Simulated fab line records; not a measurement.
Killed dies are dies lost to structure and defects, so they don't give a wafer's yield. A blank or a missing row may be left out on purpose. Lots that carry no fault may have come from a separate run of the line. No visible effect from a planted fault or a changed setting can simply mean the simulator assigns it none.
One fault seen from 2 desks ; flow sfq-line ; every desk sees just its own numbers, and what lay behind them comes last

FOR THE TOOL OWNER'S DESK: rie-diel-04
The tool's own readings at SFQ_TRILAYER_L0_VIA_BARC_OPEN_VIA_ETCH_021 (etches BARC in O2, target depth 125 nm, time 41.7 s): means of the sampled wafers that have a number, for each lot that ran on this tool. Any lot whose mean is over 4 standard deviations away from the usual mean is out of limits and marked OUT; that distance is given in the brackets.
Columns: A = drypump-motor-current-A at SFQ_TRILAYER_L0_VIA_BARC_OPEN_VIA_ETCH_021, usual 5.8 A; B = oes-product-au at SFQ_TRILAYER_L0_VIA_BARC_OPEN_VIA_ETCH_021, usual 0.685 a.u.
lot;first seen here;A;B
L104;day 10 19:26;6.0;0.684
L105;day 11 00:14;5.9;0.682
L118;day 15 00:14;5.8;0.689
This desk found nothing out of limits on any of the 3 lots.

AT THE METROLOGY DESK
What the gauges read for every lot (on any tool): the sampled wafers with a number, averaged. Any lot whose mean is over 4 standard deviations away from the usual mean is out of limits and marked OUT; that distance is given in the brackets.
Columns: A = L0V_OVL at SFQ_L0V_OVL_MEAS_903, usual 4 nm
lot;first seen here;A
L997;day 8 07:11;-3
L104;day 10 19:24;-6
L105;day 11 00:13;4
L109;day 12 00:17;10
L116;day 14 10:22;8
L118;day 15 00:11;2
This desk found nothing out of limits on any of the 6 lots.

BROUGHT TOGETHER
The tool owner's desk saw nothing out of limits.
From the metrology desk's view, nothing was out of limits.

WHAT THE SIMULATOR HAD PUT IN
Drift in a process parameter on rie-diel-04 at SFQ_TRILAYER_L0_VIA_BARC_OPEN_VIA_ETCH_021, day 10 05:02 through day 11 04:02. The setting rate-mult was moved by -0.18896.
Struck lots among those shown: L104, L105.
